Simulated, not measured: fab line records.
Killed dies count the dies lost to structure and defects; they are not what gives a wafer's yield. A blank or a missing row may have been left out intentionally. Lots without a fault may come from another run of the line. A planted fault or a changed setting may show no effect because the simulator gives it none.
A sampling plan put to the test -- flow sky130 -- each of the 51 faults these records tell of, on one fab line, judged from the records of the lots it struck
What counts as the plan is the set of the line's own looks, namely the steps on the route at which a gauge or an inspection reads a wafer and does not change it. A look can be judged if struck wafers have a number there and the file gives its usual mean and standard deviation on fault-free wafers. Caught: 4 or more of those standard deviations (sigma) separate the usual mean from the mean of the struck wafers at a look after the fault's first step. On the tool: the same test on the tool's own readings at the fault's steps. Caught also covers a different recipe on the struck wafers, or a record left blank for those wafers only.

## THE FAULTS, as the simulator had put them in
1. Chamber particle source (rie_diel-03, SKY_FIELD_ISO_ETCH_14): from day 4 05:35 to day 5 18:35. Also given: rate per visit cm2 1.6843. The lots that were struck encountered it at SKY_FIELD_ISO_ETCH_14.
2. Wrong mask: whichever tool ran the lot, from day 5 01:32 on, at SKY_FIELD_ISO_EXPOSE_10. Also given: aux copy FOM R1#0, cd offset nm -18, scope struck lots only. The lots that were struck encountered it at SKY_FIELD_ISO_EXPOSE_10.
3. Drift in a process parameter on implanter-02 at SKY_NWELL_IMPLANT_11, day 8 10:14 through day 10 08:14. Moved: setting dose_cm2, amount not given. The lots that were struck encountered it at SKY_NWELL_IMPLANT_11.
4. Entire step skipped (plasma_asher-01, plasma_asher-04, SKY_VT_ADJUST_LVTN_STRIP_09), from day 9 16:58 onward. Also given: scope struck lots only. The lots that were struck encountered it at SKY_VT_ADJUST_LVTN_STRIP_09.
5. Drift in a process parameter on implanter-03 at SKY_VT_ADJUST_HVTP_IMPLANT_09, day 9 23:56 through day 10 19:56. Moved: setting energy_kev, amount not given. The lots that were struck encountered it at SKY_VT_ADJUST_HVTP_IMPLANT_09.
6. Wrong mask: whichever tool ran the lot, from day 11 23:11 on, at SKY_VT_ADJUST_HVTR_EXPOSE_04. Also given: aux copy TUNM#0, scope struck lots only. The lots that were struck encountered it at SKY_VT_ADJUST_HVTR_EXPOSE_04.
7. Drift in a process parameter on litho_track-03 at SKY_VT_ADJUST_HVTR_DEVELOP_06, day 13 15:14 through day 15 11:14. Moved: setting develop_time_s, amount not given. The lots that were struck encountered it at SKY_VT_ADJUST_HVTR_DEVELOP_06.
8. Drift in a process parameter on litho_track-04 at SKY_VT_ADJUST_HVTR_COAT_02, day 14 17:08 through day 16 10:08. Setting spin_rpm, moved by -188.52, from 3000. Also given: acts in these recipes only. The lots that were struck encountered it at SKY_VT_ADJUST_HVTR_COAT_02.
9. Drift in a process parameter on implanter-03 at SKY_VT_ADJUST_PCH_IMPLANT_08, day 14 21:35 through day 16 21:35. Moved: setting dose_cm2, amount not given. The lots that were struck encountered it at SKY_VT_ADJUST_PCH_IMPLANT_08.
10. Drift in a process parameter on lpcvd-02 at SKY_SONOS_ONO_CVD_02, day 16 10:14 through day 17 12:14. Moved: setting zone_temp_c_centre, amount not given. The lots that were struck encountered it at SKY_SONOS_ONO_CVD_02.
11. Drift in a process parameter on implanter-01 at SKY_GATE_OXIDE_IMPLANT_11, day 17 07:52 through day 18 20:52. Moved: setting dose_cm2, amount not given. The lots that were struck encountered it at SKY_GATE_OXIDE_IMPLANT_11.
12. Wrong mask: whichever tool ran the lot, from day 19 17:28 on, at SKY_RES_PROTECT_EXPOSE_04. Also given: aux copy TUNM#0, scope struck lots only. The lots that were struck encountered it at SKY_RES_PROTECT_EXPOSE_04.
13. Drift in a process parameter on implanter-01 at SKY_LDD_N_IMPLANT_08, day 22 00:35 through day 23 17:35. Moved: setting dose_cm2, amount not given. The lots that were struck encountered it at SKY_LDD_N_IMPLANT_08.
14. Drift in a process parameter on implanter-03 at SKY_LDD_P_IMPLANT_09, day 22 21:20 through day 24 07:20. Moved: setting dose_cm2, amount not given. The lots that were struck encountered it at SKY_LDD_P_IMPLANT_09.
15. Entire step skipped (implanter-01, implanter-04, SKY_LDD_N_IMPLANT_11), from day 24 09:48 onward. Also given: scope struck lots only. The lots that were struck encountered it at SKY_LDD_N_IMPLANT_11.
16. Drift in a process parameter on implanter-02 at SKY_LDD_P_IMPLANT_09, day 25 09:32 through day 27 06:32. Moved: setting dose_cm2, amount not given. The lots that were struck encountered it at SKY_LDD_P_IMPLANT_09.
17. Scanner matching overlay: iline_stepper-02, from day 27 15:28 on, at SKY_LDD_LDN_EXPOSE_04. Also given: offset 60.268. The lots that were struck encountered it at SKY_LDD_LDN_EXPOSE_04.
18. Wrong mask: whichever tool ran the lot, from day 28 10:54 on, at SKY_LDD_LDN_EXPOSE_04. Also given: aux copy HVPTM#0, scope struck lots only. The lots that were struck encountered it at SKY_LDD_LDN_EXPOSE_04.
19. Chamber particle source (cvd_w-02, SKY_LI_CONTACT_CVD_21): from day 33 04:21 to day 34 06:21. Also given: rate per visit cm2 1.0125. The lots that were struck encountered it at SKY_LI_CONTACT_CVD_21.
20. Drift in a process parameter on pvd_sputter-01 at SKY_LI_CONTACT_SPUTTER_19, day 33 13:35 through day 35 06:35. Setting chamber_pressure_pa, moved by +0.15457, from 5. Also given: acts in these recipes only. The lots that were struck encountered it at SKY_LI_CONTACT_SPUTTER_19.
21. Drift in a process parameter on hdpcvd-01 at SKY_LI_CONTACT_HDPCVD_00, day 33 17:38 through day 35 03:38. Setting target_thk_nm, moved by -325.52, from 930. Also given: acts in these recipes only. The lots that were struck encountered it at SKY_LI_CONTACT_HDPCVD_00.
22. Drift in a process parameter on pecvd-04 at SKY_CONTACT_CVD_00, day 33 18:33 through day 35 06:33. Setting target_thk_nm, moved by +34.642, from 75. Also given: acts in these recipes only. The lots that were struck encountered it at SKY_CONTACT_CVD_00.
23. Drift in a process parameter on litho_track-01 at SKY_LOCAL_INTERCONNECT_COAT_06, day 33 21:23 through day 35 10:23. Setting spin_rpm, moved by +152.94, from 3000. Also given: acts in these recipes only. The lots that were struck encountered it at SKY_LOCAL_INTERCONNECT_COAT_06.
24. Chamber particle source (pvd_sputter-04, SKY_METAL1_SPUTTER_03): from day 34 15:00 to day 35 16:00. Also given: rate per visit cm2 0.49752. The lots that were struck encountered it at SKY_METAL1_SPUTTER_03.
25. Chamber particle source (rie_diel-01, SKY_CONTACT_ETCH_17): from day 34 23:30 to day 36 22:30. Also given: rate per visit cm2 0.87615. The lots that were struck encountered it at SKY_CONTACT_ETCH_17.
26. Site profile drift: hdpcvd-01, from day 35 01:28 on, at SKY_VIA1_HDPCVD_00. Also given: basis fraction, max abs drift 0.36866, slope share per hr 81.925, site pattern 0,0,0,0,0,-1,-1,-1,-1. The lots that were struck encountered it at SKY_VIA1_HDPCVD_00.
27. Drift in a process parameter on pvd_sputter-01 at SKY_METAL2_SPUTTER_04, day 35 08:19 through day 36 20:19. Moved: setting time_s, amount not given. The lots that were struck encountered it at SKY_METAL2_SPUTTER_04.
28. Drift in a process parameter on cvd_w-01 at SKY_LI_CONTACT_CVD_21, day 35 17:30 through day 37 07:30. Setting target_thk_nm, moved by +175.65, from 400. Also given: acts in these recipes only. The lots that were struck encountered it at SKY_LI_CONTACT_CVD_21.
29. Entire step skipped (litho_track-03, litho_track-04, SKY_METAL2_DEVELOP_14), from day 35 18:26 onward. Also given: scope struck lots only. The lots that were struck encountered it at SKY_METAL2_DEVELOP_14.
30. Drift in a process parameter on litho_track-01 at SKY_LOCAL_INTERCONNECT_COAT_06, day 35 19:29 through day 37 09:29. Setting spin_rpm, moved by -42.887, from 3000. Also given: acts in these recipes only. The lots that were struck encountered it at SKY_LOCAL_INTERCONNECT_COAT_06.
31. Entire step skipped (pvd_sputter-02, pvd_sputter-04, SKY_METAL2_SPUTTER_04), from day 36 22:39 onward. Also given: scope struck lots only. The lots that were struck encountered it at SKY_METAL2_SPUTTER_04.
32. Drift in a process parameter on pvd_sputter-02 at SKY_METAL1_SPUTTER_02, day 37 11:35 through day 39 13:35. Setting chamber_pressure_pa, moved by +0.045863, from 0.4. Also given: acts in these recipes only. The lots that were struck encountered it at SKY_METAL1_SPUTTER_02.
33. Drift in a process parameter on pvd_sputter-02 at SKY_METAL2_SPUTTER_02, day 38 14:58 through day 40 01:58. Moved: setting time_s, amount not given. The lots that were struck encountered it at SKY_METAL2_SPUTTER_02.
34. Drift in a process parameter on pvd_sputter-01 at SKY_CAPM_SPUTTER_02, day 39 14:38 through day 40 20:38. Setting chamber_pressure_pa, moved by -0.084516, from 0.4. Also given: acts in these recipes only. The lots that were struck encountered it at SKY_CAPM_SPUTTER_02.
35. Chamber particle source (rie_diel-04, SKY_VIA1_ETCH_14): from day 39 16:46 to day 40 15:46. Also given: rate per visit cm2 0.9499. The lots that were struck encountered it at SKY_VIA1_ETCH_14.
36. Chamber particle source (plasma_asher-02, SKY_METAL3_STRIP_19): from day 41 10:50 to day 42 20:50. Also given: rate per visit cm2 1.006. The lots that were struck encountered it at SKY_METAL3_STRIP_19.
37. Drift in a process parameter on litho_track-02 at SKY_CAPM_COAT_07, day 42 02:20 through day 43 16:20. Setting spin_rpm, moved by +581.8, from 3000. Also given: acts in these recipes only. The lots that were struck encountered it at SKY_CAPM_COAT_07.
38. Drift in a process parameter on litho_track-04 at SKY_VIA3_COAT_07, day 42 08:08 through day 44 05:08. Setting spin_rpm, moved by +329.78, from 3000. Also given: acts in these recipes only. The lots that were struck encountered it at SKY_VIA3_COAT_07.
39. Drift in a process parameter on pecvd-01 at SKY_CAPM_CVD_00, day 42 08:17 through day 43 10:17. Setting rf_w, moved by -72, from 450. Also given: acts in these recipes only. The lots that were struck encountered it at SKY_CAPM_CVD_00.
40. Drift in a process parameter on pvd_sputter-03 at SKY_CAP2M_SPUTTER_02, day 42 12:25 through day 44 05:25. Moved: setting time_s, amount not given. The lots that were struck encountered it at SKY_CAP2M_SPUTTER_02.
41. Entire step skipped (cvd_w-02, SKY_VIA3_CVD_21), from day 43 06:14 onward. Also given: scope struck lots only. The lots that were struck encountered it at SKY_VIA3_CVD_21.
42. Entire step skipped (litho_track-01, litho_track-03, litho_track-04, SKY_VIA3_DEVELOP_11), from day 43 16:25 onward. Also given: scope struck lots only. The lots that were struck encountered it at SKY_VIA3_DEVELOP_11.
43. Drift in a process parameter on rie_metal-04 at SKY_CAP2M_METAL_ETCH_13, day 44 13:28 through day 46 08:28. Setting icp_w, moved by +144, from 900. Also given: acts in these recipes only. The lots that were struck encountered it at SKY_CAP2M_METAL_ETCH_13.
44. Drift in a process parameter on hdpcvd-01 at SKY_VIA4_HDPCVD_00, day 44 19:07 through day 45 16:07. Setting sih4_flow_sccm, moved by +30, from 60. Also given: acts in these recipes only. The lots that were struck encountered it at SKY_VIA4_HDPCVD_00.
45. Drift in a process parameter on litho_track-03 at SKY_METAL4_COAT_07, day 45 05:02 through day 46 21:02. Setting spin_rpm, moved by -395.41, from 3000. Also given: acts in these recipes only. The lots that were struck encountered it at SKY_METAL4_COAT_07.
46. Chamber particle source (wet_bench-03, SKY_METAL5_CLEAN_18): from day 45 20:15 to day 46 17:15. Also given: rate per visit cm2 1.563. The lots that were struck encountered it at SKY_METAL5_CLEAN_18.
47. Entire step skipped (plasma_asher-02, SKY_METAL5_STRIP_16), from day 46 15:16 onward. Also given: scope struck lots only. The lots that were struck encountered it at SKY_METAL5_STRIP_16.
48. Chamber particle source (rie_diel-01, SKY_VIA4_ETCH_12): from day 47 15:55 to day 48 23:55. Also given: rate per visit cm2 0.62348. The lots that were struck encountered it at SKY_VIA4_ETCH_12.
49. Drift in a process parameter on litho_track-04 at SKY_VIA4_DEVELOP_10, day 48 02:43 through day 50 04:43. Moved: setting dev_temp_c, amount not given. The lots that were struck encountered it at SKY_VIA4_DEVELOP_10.
50. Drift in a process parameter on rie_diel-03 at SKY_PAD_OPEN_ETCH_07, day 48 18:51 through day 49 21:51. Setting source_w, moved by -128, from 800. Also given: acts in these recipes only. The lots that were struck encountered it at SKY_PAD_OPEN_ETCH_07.
51. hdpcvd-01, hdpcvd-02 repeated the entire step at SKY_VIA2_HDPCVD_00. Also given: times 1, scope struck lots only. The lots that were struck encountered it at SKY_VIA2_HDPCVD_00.

## WHAT THE PLAN SAW
fault,on the tool itself,first look that catches it,"reading, sigma",median hours from its first step to that look,hours from the fault's start to the first struck lot there,judged looks passed uncaught
1,under 2 sigma,not the one look that can be judged after it,-,-,-,1
2,under 2 sigma,SKY_FIELD_ISO_CD_MEAS_13,cd_nm -13,8.6,11,0
3,dose_ions_cm2 +99 or beyond sigma,SKY_NWELL_TW_MEAS_15,NWELL_TW +47,0.5,3,0
4,the tool's record is blank for the struck wafers,SKY_VT_ADJUST_LVTN_TW_MEAS_21,VT_ADJUST_LVTN_2_TW -99 or beyond,22.7,26,1
5,beam_energy_keV -99 or beyond sigma,SKY_VT_ADJUST_HVTP_TW_MEAS_11,VT_ADJUST_HVTP_TW -7.3,0.3,3,0
6,no reading that can be judged,SKY_VT_ADJUST_HVTR_TW_MEAS_11,VT_ADJUST_HVTR_TW -99 or beyond,12.3,13,0
7,under 2 sigma,SKY_VT_ADJUST_HVTR_CD_MEAS_07,cd_nm +13,0.2,4,0
8,spin_speed_rpm -89 sigma,no look after it can be judged,-,-,-,0
9,dose_ions_cm2 -99 or beyond sigma,SKY_VT_ADJUST_PCH_TW_MEAS_10,VT_ADJUST_PCH_TW -38,0.2,26,0
10,spike_tc_centre_C +16 sigma,SKY_SONOS_ONO_THK_MEAS_03,SONOS_ONO_CVD_02_THK +5.0,1.1,5,0
11,dose_ions_cm2 +82 sigma,none of the 2 looks that can be judged after it,"strongest: GATE_OXIDE_TW at SKY_GATE_OXIDE_TW_MEAS_14, +3.5",-,-,2
12,under 2 sigma,SKY_RES_PROTECT_TW_MEAS_08,POLY_GATE_TW -99 or beyond,16.1,17,0
13,dose_ions_cm2 -99 or beyond sigma,not the one look that can be judged after it,"strongest: LDD_N_TW at SKY_LDD_N_TW_MEAS_17, -2.5",-,-,1
14,dose_ions_cm2 +78 sigma,SKY_LDD_P_TW_MEAS_11,LDD_P_TW +4.0,0.2,2,0
15,the tool's record is blank for the struck wafers,SKY_LDD_N_TW_MEAS_17,LDD_N_TW -7.6,0.8,5,0
16,dose_ions_cm2 -99 or beyond sigma,SKY_LDD_P_TW_MEAS_11,LDD_P_TW -8.0,0.2,3,0
17,under 2 sigma,SKY_LDD_LDN_OVL_MEAS_07,LDD_LDN_OVL +46,13.7,18,0
18,under 2 sigma,SKY_LDD_LDN_TW_MEAS_13,LDD_LDN_TW -99 or beyond,14.1,17,0
19,under 2 sigma,not the one look that can be judged after it,-,-,-,1
20,chamber_pressure_pa +16 sigma,no look after it can be judged,-,-,-,0
21,under 2 sigma,SKY_LI_CONTACT_THK_MEAS_01,LI_CONTACT_HDPCVD_THK -28,0.1,2,0
22,under 2 sigma,SKY_CONTACT_THK_MEAS_01,CONTACT_CVD_00_THK +37,0.0,3,0
23,spin_speed_rpm +80 sigma,not the one look that can be judged after it,-,-,-,1
24,under 2 sigma,not the one look that can be judged after it,-,-,-,1
25,under 2 sigma,no look after it can be judged,-,-,-,0
26,no reading that can be judged,SKY_VIA1_THK_MEAS_01,VIA1_HDPCVD_THK -15,0.1,8,0
27,under 2 sigma,SKY_METAL2_THK_MEAS_06,METAL2_ALCU_THK -7.4,0.2,14,0
28,under 2 sigma,SKY_LI_CONTACT_RS_MEAS_22,LI_CONTACT_W_RS -25,0.1,6,0
29,no reading that can be judged,no look after it can be judged,-,-,-,0
30,spin_speed_rpm -22 sigma,none of the 2 looks that can be judged after it,-,-,-,2
31,the tool's record is blank for the struck wafers,SKY_METAL2_THK_MEAS_06,METAL2_ALCU_THK +12,0.2,5,0
32,chamber_pressure_pa +64 sigma,SKY_METAL1_RS_MEAS_05,METAL1_ALCU_RS +4.5,0.1,3,0
33,under 2 sigma,SKY_METAL2_RS_MEAS_05,METAL2_ALCU_RS +8.2,0.1,2,0
34,chamber_pressure_pa -99 or beyond sigma,none of the 2 looks that can be judged after it,"strongest: CAPM_TIN_RS at SKY_CAPM_RS_MEAS_03, -2.9",-,-,2
35,under 2 sigma,not the one look that can be judged after it,-,-,-,1
36,under 2 sigma,none of the 2 looks that can be judged after it,-,-,-,2
37,spin_speed_rpm +99 or beyond sigma,no look after it can be judged,-,-,-,0
38,spin_speed_rpm +99 or beyond sigma,not the one look that can be judged after it,-,-,-,1
39,rf_fwd_power_W -27 sigma,SKY_CAPM_THK_MEAS_01,CAPM_CVD_00_THK -4.6,0.0,2,0
40,under 2 sigma,SKY_CAP2M_RS_MEAS_03,CAP2M_TIN_RS +4.6,0.1,3,0
41,the tool's record is blank for the struck wafers,SKY_VIA3_RS_MEAS_22,VIA3_W_RS +99 or beyond,0.1,6,0
42,no reading that can be judged,no look after it can be judged,-,-,-,0
43,rf_fwd_power_W +41 sigma,no look after it can be judged,-,-,-,0
44,sih4_flow_sccm +99 or beyond sigma,SKY_VIA4_THK_MEAS_01,VIA4_HDPCVD_THK +51,0.2,3,0
45,spin_speed_rpm -99 or beyond sigma,no look after it can be judged,-,-,-,0
46,no reading that can be judged,no look after it can be judged,-,-,-,0
47,no reading that can be judged,no look after it can be judged,-,-,-,0
48,under 2 sigma,not the one look that can be judged after it,-,-,-,1
49,developer_temp_C +20 sigma,not the one look that can be judged after it,-,-,-,1
50,rf_fwd_power_W -53 sigma,no look after it can be judged,-,-,-,0
51,no reading that can be judged,SKY_VIA2_THK_MEAS_01,VIA2_HDPCVD_THK +99 or beyond,0.5,-,0
Dash: fault not caught, or number not given in these records.

Caught at a look: 27 of 51. Caught on the tool: 26 of 51. By one or the other: 40 of 51.
Faults 8, 11, 13, 20, 23, 30, 34, 37, 38, 43, 45, 49, 50 were caught on the tool alone.
Caught at a look alone: faults 2, 6, 7, 12, 17, 18, 21, 22, 26, 27, 28, 33, 40, 51.
Caught by neither: faults 1, 19, 24, 25, 29, 35, 36, 42, 46, 47, 48.

## THINNER SAMPLING
Were the look that catches a fault to measure just every second or every third lot (counted by lot number), the first struck lot would, at worst, be measured this late:
fault,"struck lots at that look, in order of time",every lot,every second lot,every third lot
2,L745,11 h,may miss it,may miss it
3,"L403, L404",3 h,10 h,may miss all 2
4,"L337, L338",26 h,30 h,may miss all 2
5,"L925, L926",3 h,10 h,may miss all 2
6,L706,13 h,may miss it,may miss it
7,"L608, L612",4 h,may miss all 2,may miss all 2
9,"L840, L842",26 h,may miss all 2,may miss all 2
10,"L916, L917, L918",5 h,16 h,22 h
12,L335,17 h,may miss it,may miss it
14,"L857, L860, L861",2 h,7 h,may miss all 3
15,"L355, L356",5 h,10 h,may miss all 2
16,"L582, L585",3 h,22 h,may miss all 2
17,"L673, L674, L675",18 h,31 h,35 h
18,L432,17 h,may miss it,may miss it
21,"L951, L953, L955",2 h,may miss all 3,27 h
22,"L355, L360",3 h,23 h,may miss all 2
26,"L812, L814, L817",8 h,37 h,may miss all 3
27,"L607, L608",14 h,34 h,may miss all 2
28,"L375, L376",6 h,14 h,may miss all 2
31,"L599, L600",5 h,8 h,may miss all 2
32,"L495, L496",3 h,8 h,may miss all 2
33,"L793, L797",2 h,may miss all 2,may miss all 2
39,"L706, L708",2 h,may miss all 2,may miss all 2
40,"L974, L975",3 h,5 h,may miss all 2
41,"L429, L430, L431",6 h,10 h,13 h
44,"L517, L519",3 h,may miss all 2,may miss all 2
The hour figures run from when the fault began to the first measured lot among those it struck. The test against the limit of 4 sigma pooled every struck wafer, which means one lot taken alone may stay below that limit. Other struck lots may not be in these records.

## THE LONGEST TIMED WAY FROM STEP TO LOOK
Fault 4: median gap of 22.7 hours between SKY_VT_ADJUST_LVTN_STRIP_09 and SKY_VT_ADJUST_LVTN_TW_MEAS_21. The look between them that can be judged stayed within 4 sigma: SKY_VT_ADJUST_LVTN_OVL_MEAS_18.
